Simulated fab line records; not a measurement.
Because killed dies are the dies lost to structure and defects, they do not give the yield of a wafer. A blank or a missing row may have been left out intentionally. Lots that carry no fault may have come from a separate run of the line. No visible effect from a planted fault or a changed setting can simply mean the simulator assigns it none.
Which tool was responsible? :: flow sky130 :: 14 lots with 42 wafers sampled at 3 steps, on a route of 708 steps

== WHAT THE GAUGES READ, wafer by wafer ==
SKY_LI_CONTACT_RS_MEAS_22: measures by four-point-probe. Usual: LI_CONTACT_W_RS 0.2838 ohm/sq, standard deviation 0.0026.
lot: L944
measured: day 29 20:20
on: film_metro-03
LI_CONTACT_W_RS (ohm/sq): 0.2863 0.2840 0.2880
flag: 

lot: L945
measured: day 30 03:35
on: film_metro-03
LI_CONTACT_W_RS (ohm/sq): 0.2835 0.2867 0.2824
flag: 

lot: L946
measured: day 30 15:03
on: film_metro-03
LI_CONTACT_W_RS (ohm/sq): 0.2849 0.2813 0.2803
flag: 

lot: L948
measured: day 31 03:41
on: film_metro-01
LI_CONTACT_W_RS (ohm/sq): 0.2843 0.2833 0.2862
flag: 

lot: L947
measured: day 31 06:50
on: film_metro-02
LI_CONTACT_W_RS (ohm/sq): 0.2836 0.2876 0.2887
flag: 

lot: L952
measured: day 32 10:25
on: film_metro-02
LI_CONTACT_W_RS (ohm/sq): 0.2833 0.2861 0.2826
flag: 

lot: L954
measured: day 33 06:16
on: film_metro-03
LI_CONTACT_W_RS (ohm/sq): 0.2787 0.2830 0.2807
flag: 

lot: L957
measured: day 34 01:53
on: film_metro-01
LI_CONTACT_W_RS (ohm/sq): 0.2828 0.2825 0.2817
flag: 

lot: L961
measured: day 35 00:52
on: film_metro-01
LI_CONTACT_W_RS (ohm/sq): 25.045 25.030 25.364
flag: OFF

lot: L962
measured: day 35 13:01
on: film_metro-01
LI_CONTACT_W_RS (ohm/sq): 25.507 25.376 25.377
flag: OFF

lot: L963
measured: day 35 23:31
on: film_metro-02
LI_CONTACT_W_RS (ohm/sq): 0.2866 0.2838 0.2881
flag: 

lot: L964
measured: day 36 19:23
on: film_metro-01
LI_CONTACT_W_RS (ohm/sq): 0.2857 0.2868 0.2855
flag: 

lot: L966
measured: day 36 21:28
on: film_metro-02
LI_CONTACT_W_RS (ohm/sq): 0.2818 0.2812 0.2819
flag: 

lot: L967
measured: day 37 06:14
on: film_metro-02
LI_CONTACT_W_RS (ohm/sq): 0.2857 0.2863 0.2852
flag: 

SKY_LI_CONTACT_THK_MEAS_23: measures by xrf. Usual: LI_CONTACT_W_THK 390 nm, standard deviation 6.5.
lot: L944
measured: day 29 20:27
on: film_metro-03
LI_CONTACT_W_THK (nm): 392 392 390
flag: 

lot: L945
measured: day 30 03:42
on: film_metro-03
LI_CONTACT_W_THK (nm): 392 386 396
flag: 

lot: L946
measured: day 30 15:10
on: film_metro-03
LI_CONTACT_W_THK (nm): 392 397 397
flag: 

lot: L948
measured: day 31 03:46
on: film_metro-01
LI_CONTACT_W_THK (nm): 393 394 389
flag: 

lot: L947
measured: day 31 06:56
on: film_metro-02
LI_CONTACT_W_THK (nm): 384 376 380
flag: 

lot: L952
measured: day 32 10:32
on: film_metro-02
LI_CONTACT_W_THK (nm): 387 381 389
flag: 

lot: L954
measured: day 33 06:23
on: film_metro-03
LI_CONTACT_W_THK (nm): 401 392 396
flag: 

lot: L957
measured: day 34 01:59
on: film_metro-01
LI_CONTACT_W_THK (nm): 396 398 399
flag: 

lot: L961
measured: day 35 00:59
on: film_metro-01
LI_CONTACT_W_THK (nm): <0 <0 -
flag: OFF

lot: L962
measured: day 35 13:07
on: film_metro-01
LI_CONTACT_W_THK (nm): <0 - -
flag: OFF

lot: L963
measured: day 35 23:37
on: film_metro-02
LI_CONTACT_W_THK (nm): 379 382 379
flag: 

lot: L964
measured: day 36 19:30
on: film_metro-01
LI_CONTACT_W_THK (nm): 394 392 395
flag: 

lot: L966
measured: day 36 21:35
on: film_metro-02
LI_CONTACT_W_THK (nm): 391 394 391
flag: 

lot: L967
measured: day 37 06:20
on: film_metro-02
LI_CONTACT_W_THK (nm): 385 381 385
flag: 

== WHAT TOOL EACH LOT RAN ON (gives the tool, then ch and the chambers of the sampled wafers, and finally the start) ==
lot: L944
SKY_LI_CONTACT_CVD_21: cvd_w-01 ch 0,1, day 29 20:12

lot: L945
SKY_LI_CONTACT_CVD_21: cvd_w-02 ch 0,1, day 30 03:27

lot: L946
SKY_LI_CONTACT_CVD_21: cvd_w-02 ch 0,1, day 30 14:54

lot: L948
SKY_LI_CONTACT_CVD_21: cvd_w-01 ch 0,1, day 31 03:32

lot: L947
SKY_LI_CONTACT_CVD_21: cvd_w-01 ch 0,1, day 31 06:41

lot: L952
SKY_LI_CONTACT_CVD_21: cvd_w-01 ch 0,1, day 32 10:18

lot: L954
SKY_LI_CONTACT_CVD_21: cvd_w-02 ch 0,1, day 33 06:08

lot: L957
SKY_LI_CONTACT_CVD_21: cvd_w-01 ch 0,1, day 34 01:44

lot: L961
SKY_LI_CONTACT_CVD_21: cvd_w-02 ch 1, day 35 00:38

lot: L962
SKY_LI_CONTACT_CVD_21: cvd_w-01 ch 0,1, day 35 12:53

lot: L963
SKY_LI_CONTACT_CVD_21: cvd_w-02 ch 0,1, day 35 23:22

lot: L964
SKY_LI_CONTACT_CVD_21: cvd_w-02 ch 0,1, day 36 19:15

lot: L966
SKY_LI_CONTACT_CVD_21: cvd_w-01 ch 0,1, day 36 21:20

lot: L967
SKY_LI_CONTACT_CVD_21: cvd_w-01 ch 0, day 37 06:05
- SKY_LI_CONTACT_CVD_21: deposits W, target thk 400 nm, time 120.56 s.

== WHAT THE TOOLS THEMSELVES READ (means of the sampled wafers that have a number; where no wafer has one, the mark that the record gives instead) ==
SKY_LI_CONTACT_CVD_21. Usual: chamber_pressure_Torr 39.98 Torr, standard deviation 0.095; heater_power_outer_w 511 W, standard deviation 60; heater_power_w 836 W, standard deviation 92.
lot: L944
tool: cvd_w-01
chamber_pressure_Torr (Torr): 40.05
heater_power_outer_w (W): 508
heater_power_w (W): 829
flag: 

lot: L945
tool: cvd_w-02
chamber_pressure_Torr (Torr): 40.02
heater_power_outer_w (W): 489
heater_power_w (W): 811
flag: 

lot: L946
tool: cvd_w-02
chamber_pressure_Torr (Torr): 40.10
heater_power_outer_w (W): 520
heater_power_w (W): 879
flag: 

lot: L948
tool: cvd_w-01
chamber_pressure_Torr (Torr): 40.01
heater_power_outer_w (W): 507
heater_power_w (W): 822
flag: 

lot: L947
tool: cvd_w-01
chamber_pressure_Torr (Torr): 39.90
heater_power_outer_w (W): 528
heater_power_w (W): 845
flag: 

lot: L952
tool: cvd_w-01
chamber_pressure_Torr (Torr): 40.07
heater_power_outer_w (W): 527
heater_power_w (W): 857
flag: 

lot: L954
tool: cvd_w-02
chamber_pressure_Torr (Torr): 40.03
heater_power_outer_w (W): 483
heater_power_w (W): 810
flag: 

lot: L957
tool: cvd_w-01
chamber_pressure_Torr (Torr): 40.03
heater_power_outer_w (W): 503
heater_power_w (W): 827
flag: 

lot: L961
tool: cvd_w-02
chamber_pressure_Torr (Torr): -
heater_power_outer_w (W): -
heater_power_w (W): -
flag: OFF

lot: L962
tool: cvd_w-01
chamber_pressure_Torr (Torr): -
heater_power_outer_w (W): -
heater_power_w (W): -
flag: OFF

lot: L963
tool: cvd_w-02
chamber_pressure_Torr (Torr): 39.98
heater_power_outer_w (W): 477
heater_power_w (W): 806
flag: 

lot: L964
tool: cvd_w-02
chamber_pressure_Torr (Torr): 39.95
heater_power_outer_w (W): 488
heater_power_w (W): 812
flag: 

lot: L966
tool: cvd_w-01
chamber_pressure_Torr (Torr): 39.91
heater_power_outer_w (W): 504
heater_power_w (W): 817
flag: 

lot: L967
tool: cvd_w-01
chamber_pressure_Torr (Torr): 40.02
heater_power_outer_w (W): 480
heater_power_w (W): 786
flag: 

== THE ANSWER, worked out from the rows above alone ==
Rule: a lot counts as off when the mean over its wafers that have a number is more than 3 standard deviations away from the usual mean. Also off: a lot with no number at a reading for which 4 or more lots have one. The other lots that the step has rows for count as sound. Order of review: gauges by route order, followed by the tools' own readings, for which a lot's mean as printed above is used. The first step at which some lot is off is used, and at that step the reading that is off furthest; a lot without a number counts as furthest.
Off: L961, L962, seen at SKY_LI_CONTACT_RS_MEAS_22 (LI_CONTACT_W_RS).
If a tool, at a process step before that reading, ran all the lots that are off and no sound lot after the first of them, it fits. Not tried: the gauges at SKY_LI_CONTACT_RS_MEAS_22; whatever is off there is also off at SKY_LI_CONTACT_CVD_21, on other tools, and gauge error can't account for it. Of those tried, none fits.

== WHAT WAS PUT IN BY THE SIMULATOR ==
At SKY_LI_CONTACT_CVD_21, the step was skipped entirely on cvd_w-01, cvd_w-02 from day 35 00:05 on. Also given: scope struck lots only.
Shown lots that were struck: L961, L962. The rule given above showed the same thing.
